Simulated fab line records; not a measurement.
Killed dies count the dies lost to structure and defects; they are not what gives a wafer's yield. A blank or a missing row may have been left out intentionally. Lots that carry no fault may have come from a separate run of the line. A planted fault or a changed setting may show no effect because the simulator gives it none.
What tool caused it?    flow sky130    route of 708 steps, sampled at 1 step: 7 lots, 21 wafers

## WHAT THE GAUGES SHOWED, per wafer
SKY_METAL2_OVL_MEAS_16.
lot   measured      on          METAL2_OVL (nm)
L852  day 35 02:06  overlay-02  2 6 1
L856  day 37 06:23  overlay-01  -15 -5 -3
L862  day 38 11:21  overlay-02  5 2 3
L868  day 40 11:02  overlay-02  -1 -2 -2
L870  day 40 21:17  overlay-02  2 -3 -2
L872  day 41 10:03  overlay-01  7 7 2
L874  day 42 06:35  overlay-02  4 0 -1

## WHAT TOOL EACH LOT RAN ON (gives the tool, then ch and the chambers of the sampled wafers, and finally the start)
There is no process step in the record ahead of these readings.

## THE ANSWER, worked out from the rows above alone
Rule: the lots themselves supply what counts as usual. The widest of any qualifying gaps counts: lots, ordered by their means at a reading, are off when they make up no more than a third of the lots, leave a main group of 4 or more, and stand apart from it by 3 or more times the standard deviation of that group's means. A main group whose means are all the same, to the digits that the tables above print for the reading, isn't used. Also off: a lot with no number at a reading for which 4 or more lots have one. All remaining lots with rows at the step are treated as sound.
No lot is off at any reading shown: from this, nothing can be told.

## WHAT THE SIMULATOR HAD PUT IN
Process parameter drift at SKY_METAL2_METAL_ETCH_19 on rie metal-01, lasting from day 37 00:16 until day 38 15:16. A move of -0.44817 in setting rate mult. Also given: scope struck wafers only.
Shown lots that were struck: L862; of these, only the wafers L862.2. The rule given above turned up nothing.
